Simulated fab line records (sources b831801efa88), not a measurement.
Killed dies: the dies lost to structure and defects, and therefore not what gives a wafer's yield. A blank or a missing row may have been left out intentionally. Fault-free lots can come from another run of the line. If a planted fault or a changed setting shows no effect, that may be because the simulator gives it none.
Check for tools in common + flow sky130 + Lots sampled 11, wafers sampled 30

## REASON FOR OPENING
Of 11 lots, 2 have the reading SD_N_RS flagged at SKY_SD_N_RS_MEAS_16. No-fault wafers: 68.55 ohm/sq, standard deviation 0.11.
Rule: a lot is flagged in two cases, either no wafer of it has a number, or all its wafers with numbers fall more than 4 standard deviations from that mean. The other lots count as sound.

| lot  | measured     | on            | SD_N_RS (ohm/sq), wafer by wafer | flag    |
|------|--------------|---------------|----------------------------------|---------|
| L657 | day 27 20:58 | film metro-02 | 68.39 68.50 68.59                |         |
| L660 | day 29 08:20 | film metro-01 | 68.57 68.55 68.48                |         |
| L662 | day 29 19:44 | film metro-02 | 68.48 68.47 68.61                |         |
| L663 | day 30 05:50 | film metro-02 | 68.54 68.53 68.71                |         |
| L667 | day 31 11:02 | film metro-02 | 68.48 68.44 68.45                |         |
| L669 | day 32 00:53 | film metro-02 | 68.43 68.54 68.38                |         |
| L670 | day 32 06:35 | film metro-02 | 68.63 68.64 68.69                |         |
| L671 | day 32 21:49 | film metro-02 | 68.61 68.49 68.49                |         |
| L672 | day 33 03:36 | film metro-01 | 68.69 68.70 68.75                |         |
| L673 | day 33 14:05 | film metro-01 | 67.50 67.51                      | FLAGGED |
| L675 | day 33 17:50 | film metro-01 | 67.62                            | FLAGGED |
The numbers of the flagged lots are 67.54 ohm/sq on average: -1.01 ohm/sq against the usual, or -9 standard deviations.

## TOOL THAT RAN EACH LOT
The record holds 3 process steps before the reading, out of a route of 708 steps. Each cell gives the tool, then ch followed by the chambers the sampled wafers passed through, then the start.
| lot  | flag    | SKY_LDD_LDN_STRIP_12                 | SKY_SPACER_ETCHBACK_02             | SKY_SD_N_RTA_14                  |
|------|---------|--------------------------------------|------------------------------------|----------------------------------|
| L657 |         | plasma asher-02 ch 0,1, day 22 19:52 | rie diel-01 ch 1,2,3, day 22 21:23 | rtp anneal-02 ch 0, day 27 20:47 |
| L660 |         | plasma asher-02 ch 0,1, day 24 05:58 | rie diel-01 ch 0,3, day 24 11:41   | rtp anneal-01 ch 0, day 29 08:10 |
| L662 |         | plasma asher-01 ch 0,1, day 24 21:31 | rie diel-03 ch 0,2,3, day 24 22:59 | rtp anneal-01 ch 0, day 29 19:34 |
| L663 |         | plasma asher-03 ch 0,1, day 25 07:22 | rie diel-01 ch 1,2,3, day 25 08:50 | rtp anneal-02 ch 0, day 30 05:39 |
| L667 |         | plasma asher-02 ch 0,1, day 26 13:31 | rie diel-03 ch 1,2,3, day 26 14:59 | rtp anneal-02 ch 0, day 31 10:49 |
| L669 |         | plasma asher-03 ch 0,1, day 27 03:31 | rie diel-02 ch 1,3, day 27 06:05   | rtp anneal-02 ch 0, day 32 00:43 |
| L670 |         | plasma asher-03 ch 0,1, day 27 11:07 | rie diel-03 ch 0,2, day 27 12:35   | rtp anneal-01 ch 0, day 32 06:25 |
| L671 |         | plasma asher-03 ch 0,1, day 28 02:49 | rie diel-01 ch 0,1,2, day 28 04:21 | rtp anneal-02 ch 0, day 32 21:38 |
| L672 |         | plasma asher-02 ch 0,1, day 28 08:13 | rie diel-01 ch 0,2,3, day 28 10:17 | rtp anneal-01 ch 0, day 33 03:25 |
| L673 | FLAGGED | plasma asher-03 ch 0,1, day 28 20:06 | rie diel-03 ch 0, day 28 22:17     | rtp anneal-02 ch 0, day 33 13:53 |
| L675 | FLAGGED | plasma asher-03 ch 0, day 28 23:11   | rie diel-02 ch 0, day 29 01:54     | rtp anneal-02 ch 0, day 33 17:37 |
What is done by these steps:
- SKY_LDD_LDN_STRIP_12: strips in O2/N2.
- SKY_SPACER_ETCHBACK_02: etches Si3N4 in CH3F/O2, stops on SiO2, time 46.7 s, target depth 45 nm.
- SKY_SD_N_RTA_14: time 2 s.
- SKY_SD_N_RS_MEAS_16: measures by four-point-probe.

## FLAGGED AGAINST TOTAL, ONE TOOL AT A TIME (gauges that did the reading follow at the end)
| step                   | tool            | lots run | flagged | share of the flagged lots | sound lots run after its first flagged lot |
|------------------------|-----------------|----------|---------|---------------------------|--------------------------------------------|
| SKY_LDD_LDN_STRIP_12   | plasma asher-01 | 1        | 0       | none                      | -                                          |
| SKY_LDD_LDN_STRIP_12   | plasma asher-02 | 4        | 0       | none                      | -                                          |
| SKY_LDD_LDN_STRIP_12   | plasma asher-03 | 6        | 2       | all                       | 0                                          |
| SKY_SPACER_ETCHBACK_02 | rie diel-01     | 5        | 0       | none                      | -                                          |
| SKY_SPACER_ETCHBACK_02 | rie diel-02     | 2        | 1       | some                      | 0                                          |
| SKY_SPACER_ETCHBACK_02 | rie diel-03     | 4        | 1       | some                      | 0                                          |
| SKY_SD_N_RTA_14        | rtp anneal-01   | 4        | 0       | none                      | -                                          |
| SKY_SD_N_RTA_14        | rtp anneal-02   | 7        | 2       | all                       | 0                                          |
| SKY_SD_N_RS_MEAS_16    | film metro-01   | 4        | 2       | all                       | 0                                          |
| SKY_SD_N_RS_MEAS_16    | film metro-02   | 7        | 0       | none                      | -                                          |

## WHAT THE TABLE PERMITS
plasma asher-03 at SKY_LDD_LDN_STRIP_12, rtp anneal-02 at SKY_SD_N_RTA_14 and film metro-01 at SKY_SD_N_RS_MEAS_16: these 3 rows of the table ran every flagged lot.
- plasma asher-03 at SKY_LDD_LDN_STRIP_12: 2 of its 6 lots flagged. It ran its last sound lot, L671, at day 28 02:49 and its first flagged lot, L673, at day 28 20:06: a fault with its onset between the two fits.
- rtp anneal-02 at SKY_SD_N_RTA_14: 2 of its 7 lots flagged. It ran its last sound lot, L671, at day 32 21:38 and its first flagged lot, L673, at day 33 13:53: a fault with its onset between the two fits. Its own readings lie more than 4 standard deviations out on every wafer of the flagged lots: wafer_temp_C_max.
- film metro-01 at SKY_SD_N_RS_MEAS_16: 2 of its 4 lots flagged. It ran its last sound lot, L672, at day 33 03:36 and its first flagged lot, L673, at day 33 14:05: a fault with its onset between the two fits.
A lot count leaves these 3 tools indistinguishable: every one of them fits a fault beginning at some hour. More lots, or a look at what each step does to the wafer, might.

## WHAT THE SIMULATOR HAD INSERTED
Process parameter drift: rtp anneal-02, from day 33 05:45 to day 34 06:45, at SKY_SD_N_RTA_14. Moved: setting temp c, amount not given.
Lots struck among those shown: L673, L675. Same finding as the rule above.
